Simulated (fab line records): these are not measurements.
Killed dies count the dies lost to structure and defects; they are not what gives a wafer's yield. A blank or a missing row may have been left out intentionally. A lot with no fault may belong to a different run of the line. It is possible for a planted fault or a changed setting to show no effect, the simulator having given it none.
fab line records	flow sky130
record: lots: 6	wafers: 16	lastDay: 50
route steps=708 shown SD_P@327 RES_XHIGH@332 SD_N@342 SALICIDE@361 PAD_OPEN@708
lots with no fault: from the same line, run without faults
startH: hours from the record's opening day to when the first of the lot's shown wafers began	waitH: hours from the lot's prior step to this one	" unchanged from the row above	L1.1+2: a single row standing in for several wafers	- no value, or no start given	* or withheld: withheld	< > ~ a bound
route shown NAME@n: names a module that has steps shown in the file, with the first one's number in the route	usual: mean and standard deviation over wafers with no fault	same: alike in all rows	chamber/n: place in a boat	sites: each site's reading	_std_site: standard deviation across them	_edge_site: mean of outer sites minus mean of inner sites	radiusMm: for every site, how far away it sits from the centre of the wafer	mask NAME#n: copy n	behind: the most recent tool/chamber to have shaped the wafer	hold: why the lot was held/for how many hours/how that ended	device: the transistor (n, p or np) that didn't switch	end of line: the tests these same wafers got at the end of their route	for a step that has no rows: nothing shown but its recipe	killed: the dies lost at the first sort to structure and to defects; this is not the yield of the wafer	map: a wafer's dies, x killed, . not, _ none there
set.NAME: setting as actually run; set.NAME@STEP: the setting as run at that earlier step	model.NAME: the simulator's own value behind a step, which no gauge read
lots at selected steps of the route; one table per step, one row per wafer
services: a tool's chamber out of use, with start hour (startH, from the record's first day; less than 0 if before it), hours out, and reason
== steps ==
step: SKY_SD_P_CD_MEAS_07
recipe: targetCdNm: 380
usual: cdNm: 379.5/2.4
lot.wafer	tool	chamber	startH	waitH	cdNm
L777.1	cdSem-02	-	643.09	0.1	375.4
L777.4	"	-	"	"	377.5
L777.6	"	-	"	"	378.3
L779.1	cdSem-01	-	647.83	0.1	374.8
L779.2	"	-	"	"	376.1
L779.5	"	-	"	"	376.1
L783.1	cdSem-02	-	661.13	0.1	381.3
L783.6	"	-	"	"	382.1
L785.1	cdSem-02	-	676.85	0.1	375.9
L785.6	"	-	"	"	376.8
L792.2	cdSem-02	-	739.17	0.1	378.0
L792.3	"	-	"	"	377.5
L792.5	"	-	"	"	378.2
L797.4	cdSem-01	-	769.30	0.1	383.8
L797.5	"	-	"	"	384.2
L797.6	"	-	"	"	379.9
step: SKY_SD_P_OVL_MEAS_08
usual: SD_P_OVL: -0.2/1.2
lot.wafer	tool	chamber	startH	waitH	SD_P_OVL[nm]
L777.1	overlay-02	-	643.21	0.1	-2.2
L777.4	"	-	"	"	-1.1
L777.6	"	-	"	"	0.0
L779.1	overlay-01	-	647.95	0.1	0.1
L779.2	"	-	"	"	0.3
L779.5	"	-	"	"	1.7
L783.1	overlay-02	-	661.25	0.1	0.5
L783.6	"	-	"	"	0.3
L785.1	overlay-01	-	676.97	0.1	-1.0
L785.6	"	-	"	"	-0.5
L792.2	overlay-01	-	739.28	0.1	-0.8
L792.3	"	-	"	"	0.0
L792.5	"	-	"	"	-0.2
L797.4	overlay-02	-	769.38	0.1	-1.2
L797.5	"	-	"	"	0.4
L797.6	"	-	"	"	-0.5
step: SKY_SD_P_IMPLANT_09
recipe: species: BF2	energyKev: 20	doseCm2: 3e+15	tiltDeg: 0
step: SKY_SD_P_STRIP_10
recipe: chemistry: O2/N2	powerW: 1400	pressureMtorr: 1500	platenTempC: withheld	o2FlowSccm: 3000	n2FlowSccm: 300	overashFraction: 0.5
usual: drypumpMotorCurrentA: 5.7/0.53	oesProductAu: 0.617/0.0047	stripTimeToEndpointS: 17.50/0.044
lot.wafer	tool	chamber	startH	waitH	drypumpMotorCurrentA	oesProductAu	rfHoursCounterH	stripTimeToEndpointS
L777.1	plasmaAsher-04	0	643.40	0.1	6.4	0.629	83	17.56
L777.4	"	0	"	"	6.4	0.619	-	17.56
L777.6	"	0	"	"	6.4	0.616	-	17.55
L779.1	plasmaAsher-02	1	648.14	0.1	5.8	0.622	50	17.45
L779.2	"	0	"	"	5.1	0.613	50	17.53
L779.5	"	1	"	"	5.8	0.618	-	17.52
L783.1	plasmaAsher-04	1	661.44	0.1	5.5	0.620	84	17.55
L783.6	"	0	"	"	6.4	0.613	-	17.51
L785.1	plasmaAsher-01	0	677.16	0.1	4.9	0.615	23	17.47
L785.6	"	0	"	"	5.0	0.616	-	17.44
L792.2	plasmaAsher-02	1	739.46	0.1	5.8	0.615	59	17.51
L792.3	"	0	"	"	5.1	0.617	-	17.51
L792.5	"	1	"	"	5.8	0.618	-	17.43
L797.4	plasmaAsher-01	1	769.72	0.1	6.3	0.629	-	17.47
L797.5	"	0	"	"	5.0	0.617	-	17.53
L797.6	"	1	"	"	6.3	0.617	-	17.50
step: SKY_SD_P_TW_MEAS_11
usual: SD_P_TW: 2830/35
lot.wafer	tool	chamber	startH	waitH	SD_P_TW
L777.1	filmMetro-03	-	643.50	0.1	2784
L777.4	"	-	"	"	2789
L777.6	"	-	"	"	2801
L779.1	filmMetro-02	-	648.24	0.1	2866
L779.2	"	-	"	"	2873
L779.5	"	-	"	"	2865
L783.1	filmMetro-02	-	661.54	0.1	2870
L783.6	"	-	"	"	2867
L785.1	filmMetro-03	-	677.26	0.1	2808
L785.6	"	-	"	"	2798
L792.2	filmMetro-02	-	739.57	0.1	2856
L792.3	"	-	"	"	2860
L792.5	"	-	"	"	2868
L797.4	filmMetro-03	-	769.82	0.1	2790
L797.5	"	-	"	"	2783
L797.6	"	-	"	"	2788
step: SKY_RES_XHIGH_DEHYDRATE_00
recipe: tempC: 200	timeS: 60
step: SKY_RES_XHIGH_HMDS_01
recipe: primeTimeS: 60	primeTempC: 120
step: SKY_RES_XHIGH_COAT_02
recipe: resist: NOVOLAK	spinRpm: 3000	resistThkNm: 1140
step: SKY_RES_XHIGH_SOFTBAKE_03
recipe: tempC: 90	timeS: 60	resist: NOVOLAK
step: SKY_RES_XHIGH_EXPOSE_04
recipe: maskId: URPM	na: 0.6	sourceShape: conventional	sigmaOuter: 0.6	polarization: unpolarized	targetCdNm: 1270	doseMj: 140
step: SKY_RES_XHIGH_PEB_05
recipe: tempC: withheld	timeS: *	resist: NOVOLAK
step: SKY_RES_XHIGH_DEVELOP_06
recipe: resist: NOVOLAK	developer: TMAH	developTimeS: 60	devTempC: 23
step: SKY_RES_XHIGH_IMPLANT_07
recipe: species: BF2	energyKev: 20	doseCm2: 3.6e+14	tiltDeg: 0
usual: endStationPressureTorr: 5.25e-06/2.9e-07
lot.wafer	tool	chamber	startH	waitH	endStationPressureTorr
L777.1	implanter-03	0	671.17	0.1	5.17e-06
L777.4	"	0	"	"	5.49e-06
L777.6	"	0	"	"	5.09e-06
L779.1	implanter-04	0	676.13	0.1	5.01e-06
L779.2	"	0	"	"	4.44e-06
L779.5	"	0	"	"	5.02e-06
L783.1	implanter-04	0	688.35	0.1	4.94e-06
L783.6	"	0	"	"	5.55e-06
L785.1	implanter-04	0	704.60	0.1	5.34e-06
L785.6	"	0	"	"	5.23e-06
L792.2	implanter-02	0	765.65	0.1	6.17e-06
L792.3	"	0	"	"	5.42e-06
L792.5	"	0	"	"	5.4e-06
L797.4	implanter-03	0	796.96	0.1	5.26e-06
L797.5	"	0	"	"	4.42e-06
L797.6	"	0	"	"	5.36e-06
step: SKY_RES_XHIGH_STRIP_08
recipe: chemistry: O2/N2	powerW: 1400	pressureMtorr: 1500	platenTempC: withheld	o2FlowSccm: 3000	n2FlowSccm: 300	overashFraction: 0.5
usual: drypumpMotorCurrentA: 5.6/0.47	oesProductAu: 0.711/0.004	stripTimeToEndpointS: 14.29/0.032
lot.wafer	tool	chamber	startH	waitH	drypumpMotorCurrentA	oesProductAu	rfHoursCounterH	stripTimeToEndpointS
L777.1	plasmaAsher-03	1	671.32	0.1	5.8	0.710	101	14.24
L777.4	"	1	"	"	5.8	0.710	-	14.29
L777.6	"	1	"	"	5.8	0.710	-	14.29
L779.1	plasmaAsher-03	0	676.28	0.1	5.6	0.709	101	14.27
L779.2	"	1	"	"	5.8	0.711	101	14.27
L779.5	"	0	"	"	5.6	0.715	-	14.27
L783.1	plasmaAsher-01	1	688.50	0.1	6.3	0.716	24	14.24
L783.6	"	0	"	"	4.9	0.714	-	14.17
L785.1	plasmaAsher-02	1	704.75	0.1	5.8	0.714	55	14.35
L785.6	"	0	"	"	5.1	0.709	-	14.14
L792.2	plasmaAsher-02	0	765.77	0.1	5.1	0.709	61	14.25
L792.3	"	1	"	"	5.8	0.706	-	14.28
L792.5	"	0	"	"	5.1	0.703	-	14.23
L797.4	plasmaAsher-03	0	797.07	0.1	5.6	0.707	-	14.29
L797.5	"	1	"	"	5.9	0.717	-	14.24
L797.6	"	0	"	"	5.5	0.709	-	14.28
step: SKY_RES_XHIGH_TW_MEAS_09
usual: RES_XHIGH_TW: 1641/19
lot.wafer	tool	chamber	startH	waitH	RES_XHIGH_TW
L777.1	filmMetro-03	-	671.42	0.1	1630
L777.4	"	-	"	"	1619
L777.6	"	-	"	"	1627
L779.1	filmMetro-02	-	676.38	0.1	1655
L779.2	"	-	"	"	1664
L779.5	"	-	"	"	1659
L783.1	filmMetro-03	-	688.60	0.1	1616
L783.6	"	-	"	"	1550
L785.1	filmMetro-02	-	704.85	0.1	1665
L785.6	"	-	"	"	1590
L792.2	filmMetro-01	-	765.88	0.1	1658
L792.3	"	-	"	"	1657
L792.5	"	-	"	"	1649
L797.4	filmMetro-03	-	797.16	0.1	1618
L797.5	"	-	"	"	1627
L797.6	"	-	"	"	1629
step: SKY_SD_N_DEHYDRATE_00
recipe: tempC: 200	timeS: 60
step: SKY_SD_N_HMDS_01
recipe: primeTimeS: 60	primeTempC: 120
step: SKY_SD_N_COAT_02
recipe: resist: NOVOLAK	spinRpm: 3000	resistThkNm: 1140
step: SKY_SD_N_SOFTBAKE_03
recipe: tempC: 90	timeS: 60	resist: NOVOLAK
step: SKY_SD_N_EXPOSE_04
recipe: maskId: NSDM	na: 0.6	sourceShape: conventional	sigmaOuter: 0.6	polarization: unpolarized	targetCdNm: 380	doseMj: 141
step: SKY_SD_N_PEB_05
recipe: tempC: withheld	timeS: *	resist: NOVOLAK
step: SKY_SD_N_DEVELOP_06
recipe: resist: NOVOLAK	developer: TMAH	developTimeS: 60	devTempC: 23
step: SKY_SD_N_CD_MEAS_07
recipe: targetCdNm: 380
usual: cdNm: 379.9/2.4
lot.wafer	tool	chamber	startH	waitH	cdNm
L777.1	cdSem-01	-	698.82	0.1	378.9
L777.4	"	-	"	"	377.9
L777.6	"	-	"	"	378.7
L779.1	cdSem-02	-	704.04	0.1	378.8
L779.2	"	-	"	"	382.7
L779.5	"	-	"	"	379.2
L783.1	cdSem-01	-	716.40	0.1	376.7
L783.6	"	-	"	"	376.7
L785.1	cdSem-02	-	733.04	0.1	379.2
L785.6	"	-	"	"	378.2
L792.2	cdSem-01	-	792.44	0.1	384.2
L792.3	"	-	"	"	384.7
L792.5	"	-	"	"	382.5
L797.4	cdSem-02	-	823.28	0.1	376.4
L797.5	"	-	"	"	377.9
L797.6	"	-	"	"	379.1
step: SKY_SD_N_OVL_MEAS_08
usual: SD_N_OVL: 0.1/1.3
lot.wafer	tool	chamber	startH	waitH	SD_N_OVL[nm]
L777.1	overlay-01	-	698.94	0.1	0.2
L777.4	"	-	"	"	-0.5
L777.6	"	-	"	"	-1.0
L779.1	overlay-01	-	704.16	0.1	-1.8
L779.2	"	-	"	"	-0.3
L779.5	"	-	"	"	-2.1
L783.1	overlay-02	-	716.52	0.1	0.2
L783.6	"	-	"	"	1.1
L785.1	overlay-01	-	733.16	0.1	2.9
L785.6	"	-	"	"	2.9
L792.2	overlay-01	-	792.55	0.1	0.3
L792.3	"	-	"	"	0.9
L792.5	"	-	"	"	-0.1
L797.4	overlay-02	-	823.36	0.1	-0.5
L797.5	"	-	"	"	-0.3
L797.6	"	-	"	"	-1.1
step: SKY_SD_N_IMPLANT_09
recipe: species: As	energyKev: 50	doseCm2: 4e+15	tiltDeg: 0
step: SKY_SD_N_IMPLANT_10
recipe: species: P	energyKev: 20	doseCm2: 1e+14	tiltDeg: 0
step: SKY_SD_N_STRIP_11
recipe: chemistry: O2/N2	powerW: 1400	pressureMtorr: 1500	platenTempC: withheld	o2FlowSccm: 3000	n2FlowSccm: 300	overashFraction: 0.5
usual: drypumpMotorCurrentA: 5.8/0.43	oesProductAu: 0.527/0.0047	stripTimeToEndpointS: 22.56/0.045
lot.wafer	tool	chamber	startH	waitH	drypumpMotorCurrentA	oesProductAu	rfHoursCounterH	stripTimeToEndpointS
L777.1	plasmaAsher-03	0	699.58	0.2	5.6	0.522	103	22.66
L777.4	"	0	"	"	5.6	0.528	-	22.61
L777.6	"	0	"	"	5.6	0.524	-	22.60
L779.1	plasmaAsher-01	1	704.50	0.1	6.3	0.523	25	22.54
L779.2	"	0	"	"	4.9	0.528	25	22.55
L779.5	"	1	"	"	6.3	0.533	-	22.56
L783.1	plasmaAsher-03	1	716.86	0.1	5.9	0.525	105	22.61
L783.6	"	0	"	"	5.6	0.529	-	22.59
L785.1	plasmaAsher-01	1	733.50	0.1	6.3	0.526	28	22.55
L785.6	"	0	"	"	4.9	0.522	-	22.51
L792.2	plasmaAsher-03	1	792.88	0.1	5.8	0.529	5	22.53
L792.3	"	0	"	"	5.6	0.526	-	22.56
L792.5	"	1	"	"	5.8	0.520	-	22.55
L797.4	plasmaAsher-03	0	823.71	0.1	5.7	0.529	-	22.54
L797.5	"	0	"	"	5.6	0.516	-	22.50
L797.6	"	1	"	"	5.8	0.528	-	22.49
step: SKY_SD_N_TW_MEAS_12
usual: SD_N_TW: 3986/51
lot.wafer	tool	chamber	startH	waitH	SD_N_TW
L777.1	filmMetro-03	-	699.68	0.1	3938
L777.4	"	-	"	"	3952
L777.6	"	-	"	"	3940
L779.1	filmMetro-03	-	704.60	0.1	3937
L779.2	"	-	"	"	3942
L779.5	"	-	"	"	3944
L783.1	filmMetro-03	-	716.96	0.1	3931
L783.6	"	-	"	"	3914
L785.1	filmMetro-02	-	733.60	0.1	4013
L785.6	"	-	"	"	4028
L792.2	filmMetro-03	-	792.99	0.1	3926
L792.3	"	-	"	"	3939
L792.5	"	-	"	"	3956
L797.4	filmMetro-03	-	823.81	0.1	3997
L797.5	"	-	"	"	3974
L797.6	"	-	"	"	3957
step: SKY_SD_N_CLEAN_13
recipe: chemistry: SC1/SC2	mix: 1:4:20	tempC: 70	timeS: 150	dry: n2Spin
step: SKY_SD_N_RTA_14
recipe: tempC: 1075	timeS: 2	idleTempC: 650	rampUpCPerS: 150	rampDownCPerS: 90	ambient: N2
usual: chamberO2Ppm: 2.004/0.023	lampPowerPct: 15.74/0.047	rampUpCPerS: 150.00/0.029	wafer_temp_C_max: 1078.0/1.3
lot.wafer	tool	chamber	startH	waitH	chamberO2Ppm	lampPowerPct	rampUpCPerS	wafer_temp_C_max
L777.1	rtpAnneal-02	0	699.79	0.0	1.973	15.70	150.04	1079.9
L777.4	"	0	"	"	2.007	15.78	149.98	1077.8
L777.6	"	0	"	"	2.024	15.72	150.01	1078.9
L779.1	rtpAnneal-01	0	704.71	0.0	1.985	15.72	149.98	1077.5
L779.2	"	0	"	"	2.009	15.77	150.01	1079.9
L779.5	"	0	"	"	1.986	15.76	149.97	1078.9
L783.1	rtpAnneal-02	0	717.07	0.0	1.948	15.73	150.01	1076.9
L783.6	"	0	"	"	1.948	15.71	150.03	1078.0
L785.1	rtpAnneal-01	0	733.71	0.0	2.016	15.76	150.06	1080.2
L785.6	"	0	"	"	1.993	15.78	150.06	1077.8
L792.2	rtpAnneal-01	0	793.10	0.0	2.068	15.78	150.00	1077.6
L792.3	"	0	"	"	2.010	15.78	150.01	1079.1
L792.5	"	0	"	"	2.033	15.67	150.01	1078.7
L797.4	rtpAnneal-01	0	823.92	0.0	2.018	15.75	149.99	1078.3
L797.5	"	0	"	"	2.016	15.63	150.04	1078.1
L797.6	"	0	"	"	2.009	15.79	149.98	1080.2
step: SKY_SD_N_RS_MEAS_16
recipe: thkMeasGauge: four-point-probe
usual: SD_N_RS: 68.57/0.11
lot.wafer	tool	chamber	startH	waitH	SD_N_RS[ohm/sq]
L777.1	filmMetro-02	-	699.97	0.1	68.55
L777.4	"	-	"	"	68.57
L777.6	"	-	"	"	68.63
L779.1	filmMetro-03	-	704.88	0.1	68.75
L779.2	"	-	"	"	68.51
L779.5	"	-	"	"	68.59
L783.1	filmMetro-02	-	717.24	0.1	68.51
L783.6	"	-	"	"	68.56
L785.1	filmMetro-01	-	733.88	0.1	68.53
L785.6	"	-	"	"	68.70
L792.2	filmMetro-02	-	793.28	0.1	68.62
L792.3	"	-	"	"	68.29
L792.5	"	-	"	"	68.53
L797.4	filmMetro-02	-	824.13	0.1	68.62
L797.5	"	-	"	"	68.59
L797.6	"	-	"	"	68.76
step: SKY_SD_N_RS_MEAS_17
recipe: thkMeasGauge: four-point-probe
usual: SD_P_RS: 147.1/0.37
lot.wafer	tool	chamber	startH	waitH	SD_P_RS[ohm/sq]
L777.1	filmMetro-02	-	700.09	0.1	147.0
L777.4	"	-	"	"	147.0
L777.6	"	-	"	"	147.0
L779.1	filmMetro-03	-	705.00	0.1	147.3
L779.2	"	-	"	"	147.2
L779.5	"	-	"	"	147.5
L783.1	filmMetro-02	-	717.36	0.1	147.2
L783.6	"	-	"	"	147.2
L785.1	filmMetro-01	-	734.00	0.1	147.5
L785.6	"	-	"	"	147.4
L792.2	filmMetro-02	-	793.40	0.1	146.9
L792.3	"	-	"	"	146.6
L792.5	"	-	"	"	146.8
L797.4	filmMetro-02	-	824.25	0.1	146.8
L797.5	"	-	"	"	146.7
L797.6	"	-	"	"	147.2
step: SKY_SD_N_RS_MEAS_18
recipe: thkMeasGauge: four-point-probe
usual: RES_XHIGH_RS: 333.3/1.3
lot.wafer	tool	chamber	startH	waitH	RES_XHIGH_RS[ohm/sq]
L777.1	filmMetro-02	-	700.21	0.1	331.7
L777.4	"	-	"	"	332.4
L777.6	"	-	"	"	332.4
L779.1	filmMetro-03	-	705.12	0.1	332.4
L779.2	"	-	"	"	332.0
L779.5	"	-	"	"	331.9
L783.1	filmMetro-02	-	717.48	0.1	332.2
L783.6	"	-	"	"	371.6
L785.1	filmMetro-01	-	734.12	0.1	334.4
L785.6	"	-	"	"	374.4
L792.2	filmMetro-02	-	793.52	0.1	332.1
L792.3	"	-	"	"	333.2
L792.5	"	-	"	"	332.9
L797.4	filmMetro-02	-	824.37	0.1	331.8
L797.5	"	-	"	"	333.3
L797.6	"	-	"	"	332.5
step: SKY_SALICIDE_CLEAN_00
recipe: chemistry: HF-last	timeS: 30	dilution: 100:1	dry: ipaMarangoni
step: SKY_PAD_OPEN_PROBE_99
usual: killed_at_M0_to_M3: 43/7	killed_at_M4_up: 3.4/1.9	killedAtContacts: 24/5.4	killedAtFrontEnd: 15/4.4	killedAtOther: 0.4/0.63	killedDies: 86/9.1	killedOpen: 46/6.6	killedShort: 39/6.6
same: grossDies: 492	killedAtBackSide: 0
lot.wafer	tool	chamber	startH	waitH	killed_at_M0_to_M3	killed_at_M4_up	killedAtContacts	killedAtFrontEnd	killedAtOther	killedDies	killedOpen	killedShort	model.etest.resXhighPo.lineOhmUm	model.etest.resXhighPo.rsOhmSqRange	model.etest.resXhighPo.rsOhmSq	model.etest.resXhighPo.rsOhmSqRimLessCentre
L777.1	prober-01	-	1114.86	0.1	43	4	30	16	1	94	54	40	5496	69.81	1923	20.86
L777.4	prober-01	-	1115.01	0.2	49	3	20	18	0	90	49	40	5578	69.46	1960	3.022
L777.6	prober-01	-	1115.11	0.2	42	6	23	11	0	82	37	44	5476	65.15	1918	12.48
L779.1	prober-02	-	1121.14	0.1	58	1	25	14	0	98	49	49	5307	61.93	1870	-41.68
L779.2	prober-02	-	1121.19	0.1	43	4	29	8	1	85	44	41	5518	53.72	1915	-47.85
L779.5	prober-02	-	1121.34	0.2	48	1	18	11	1	79	48	31	5774	64.68	2000	-46.27
L783.1	prober-01	-	1129.08	0.1	37	3	16	25	1	82	44	36	5514	75.98	1919	39.35
L783.6	prober-01	-	1129.33	0.2	46	7	21	15	1	90	47	43	1.054e+04	1858	3609	-685.4
L785.1	prober-02	-	1136.46	0.1	40	1	29	13	0	83	46	37	5519	45.66	1947	-34.07
L785.6	prober-02	-	1136.71	0.2	45	1	20	22	0	88	54	34	1.047e+04	1822	3764	-964.5
L792.2	prober-02	-	1181.50	0.1	57	1	24	14	1	97	46	50	5890	145	2085	-118.2
L792.3	prober-02	-	1181.55	0.2	52	5	25	11	0	93	50	43	5761	157.2	2009	-135.6
L792.5	prober-02	-	1181.65	0.2	51	3	29	15	1	99	45	53	5671	159.8	1987	-135.8
L797.4	prober-02	-	1201.17	0.2	47	7	23	16	1	94	44	49	5664	168	1992	-130.2
L797.5	prober-02	-	1201.22	0.2	44	1	30	15	1	91	52	39	5750	165.3	1976	-129.6
L797.6	prober-02	-	1201.27	0.2	45	8	30	17	1	101	52	48	5633	182.6	1976	-150.2
killed by level:class
L777.1 CONTACT:geometricParticle:open=17 VIA1:geometricParticle:open=9 METAL1:geometricParticle:short=6 FIELD_ISO:geometricParticle:open=5 LI_CONTACT:geometricParticle:open=5 CONTACT:geometricParticle:short=5 METAL2:geometricParticle:short=5 VIA3:geometricParticle:open=5
L777.4 CONTACT:geometricParticle:open=9 VIA3:geometricParticle:open=8 VIA1:geometricParticle:open=7 VIA2:geometricParticle:open=7 VIA1:geometricParticle:short=6 FIELD_ISO:geometricParticle:open=5 METAL1:geometricParticle:short=5 LI_CONTACT:geometricParticle:open=4
L777.6 METAL1:geometricParticle:short=10 CONTACT:geometricParticle:open=8 CONTACT:geometricParticle:short=7 VIA3:geometricParticle:open=6 VIA2:geometricParticle:open=5 VIA2:geometricParticle:short=5 FIELD_ISO:geometricParticle:short=4 LI_CONTACT:geometricParticle:short=4
L779.1 VIA1:geometricParticle:open=13 VIA3:geometricParticle:open=10 LOCAL_INTERCONNECT:geometricParticle:short=8 CONTACT:geometricParticle:open=6 METAL1:geometricParticle:short=6 METAL2:geometricParticle:short=6 VIA2:geometricParticle:open=6 VIA1:geometricParticle:short=5
L779.2 CONTACT:geometricParticle:open=19 VIA1:geometricParticle:open=8 METAL3:geometricParticle:short=6 METAL1:geometricParticle:short=5 LI_CONTACT:geometricParticle:open=5 VIA1:geometricParticle:short=5 METAL2:geometricParticle:short=5 FIELD_ISO:geometricParticle:short=4
L779.5 VIA1:geometricParticle:open=15 VIA3:geometricParticle:open=9 VIA2:geometricParticle:open=6 LOCAL_INTERCONNECT:geometricParticle:short=5 METAL3:geometricParticle:short=5 FIELD_ISO:geometricParticle:open=4 LI_CONTACT:geometricParticle:open=4 CONTACT:geometricParticle:open=4
L783.1 VIA3:geometricParticle:open=10 FIELD_ISO:geometricParticle:short=9 VIA1:geometricParticle:open=7 CONTACT:geometricParticle:open=7 FIELD_ISO:geometricParticle:open=5 POLY_GATE:geometricParticle:short=5 VIA2:geometricParticle:open=5 VIA3:geometricParticle:short=5
L783.6 VIA1:geometricParticle:open=9 CONTACT:geometricParticle:open=8 METAL4:geometricParticle:short=7 LI_CONTACT:geometricParticle:open=6 METAL1:geometricParticle:short=6 VIA3:geometricParticle:short=6 VIA3:geometricParticle:open=6 FIELD_ISO:geometricParticle:open=5
L785.1 LI_CONTACT:geometricParticle:open=12 VIA1:geometricParticle:open=10 VIA1:geometricParticle:short=8 CONTACT:geometricParticle:open=7 VIA2:geometricParticle:open=6 METAL1:geometricParticle:short=5 CONTACT:geometricParticle:short=4 POLY_GATE:geometricParticle:open=3
L785.6 VIA1:geometricParticle:open=11 VIA3:geometricParticle:open=10 CONTACT:geometricParticle:open=9 FIELD_ISO:geometricParticle:short=6 VIA2:geometricParticle:open=6 FIELD_ISO:geometricParticle:open=5 POLY_GATE:geometricParticle:open=5 VIA1:geometricParticle:short=5
L792.2 VIA1:geometricParticle:open=11 VIA1:geometricParticle:short=9 VIA3:geometricParticle:open=8 CONTACT:geometricParticle:open=8 METAL1:geometricParticle:short=8 CONTACT:geometricParticle:short=7 VIA2:geometricParticle:open=6 POLY_GATE:geometricParticle:short=5
L792.3 VIA3:geometricParticle:open=10 VIA1:geometricParticle:open=9 VIA2:geometricParticle:open=9 LI_CONTACT:geometricParticle:open=8 CONTACT:geometricParticle:short=7 METAL2:geometricParticle:short=7 CONTACT:geometricParticle:open=6 METAL1:geometricParticle:short=4
L792.5 METAL2:geometricParticle:short=13 LI_CONTACT:geometricParticle:open=8 CONTACT:geometricParticle:short=7 VIA1:geometricParticle:open=7 VIA2:geometricParticle:open=6 LI_CONTACT:geometricParticle:short=5 CONTACT:geometricParticle:open=5 VIA3:geometricParticle:open=5
L797.4 CONTACT:geometricParticle:open=10 VIA1:geometricParticle:open=7 LI_CONTACT:geometricParticle:open=6 METAL2:geometricParticle:short=6 VIA2:geometricParticle:short=6 METAL4:geometricParticle:short=6 FIELD_ISO:geometricParticle:short=5 METAL1:geometricParticle:short=5
L797.5 LI_CONTACT:geometricParticle:open=11 VIA1:geometricParticle:open=10 CONTACT:geometricParticle:open=7 LOCAL_INTERCONNECT:geometricParticle:short=7 METAL1:geometricParticle:short=7 VIA3:geometricParticle:open=6 FIELD_ISO:geometricParticle:short=5 VIA1:geometricParticle:short=5
L797.6 VIA1:geometricParticle:open=12 CONTACT:geometricParticle:short=11 CONTACT:geometricParticle:open=9 VIA3:geometricParticle:open=7 METAL1:geometricParticle:short=6 POLY_GATE:geometricParticle:open=5 VIA1:geometricParticle:short=5 METAL4:geometricParticle:short=5
== services ==
tool	chamber	startH	hours	kind
implanter-03	-	634.46	2.2	repair
plasmaAsher-02	-	640.53	1.0	repair
rtpAnneal-02	-	645.09	3.1	pm
implanter-03	-	666.17	3.2	repair
implanter-03	-	675.93	3.9	repair
implanter-03	-	677.98	16.1	repair
plasmaAsher-01	-	683.63	1.3	repair
plasmaAsher-03	-	733.75	9.0	pm
plasmaAsher-03	0	733.75	9.0	ventCycle
plasmaAsher-03	1	733.75	9.0	ventCycle
implanter-03	-	737.93	30.1	pm
plasmaAsher-03	0	742.75	-	clean
plasmaAsher-03	1	742.75	-	clean
implanter-04	-	749.05	4.1	pm
plasmaAsher-01	-	755.65	2.3	repair
implanter-04	-	764.33	3.9	pm
implanter-03	-	767.99	3.6	pm
implanter-02	-	768.26	6.8	pm
implanter-04	-	773.86	2.5	repair
implanter-02	-	804.65	6.3	pm
plasmaAsher-02	-	814.99	9.5	repair
implanter-03	-	816.30	6.3	repair
== key ==
firstSign: step: SKY_RES_XHIGH_STRIP_08	reading: stripTimeToEndpointS	direction: down	sigmas: 4.1	usual: *	struck: *
effect: step: SKY_RES_XHIGH_TW_MEAS_09	reading: RES_XHIGH_TW	direction: down	sigmas: 3.8	usual: 1641	struck: 1570
effect: step: SKY_SD_N_RS_MEAS_18	reading: RES_XHIGH_RS	direction: up	sigmas: 31	usual: 333.3	struck: 373.0
modelEffect: step: SKY_PAD_OPEN_PROBE_99	value: etest.resXhighPo.lineOhmUm	without: 5842	struck: 1.05e+04
metAt SKY_RES_XHIGH_IMPLANT_07
struckWafers L783.6,L785.6
testerLeftOut L783,L785
onsetBetween 676.13 688.35
fault: kind: processParameterDrift	tool: implanter-04	chamber: -	onsetH: 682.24	steps: SKY_RES_XHIGH_IMPLANT_07	channel: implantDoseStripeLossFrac	offset: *	shape: step	endH: 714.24	scope: struckWafersOnly
testerLeftOut: of these lots the tester's yield and bins aren't shown, on N5 and GAA mostly nor the transistor test; their killed dies are dies lost to structure and defects alone, not to doping, threshold or leakage, so they don't give the yield
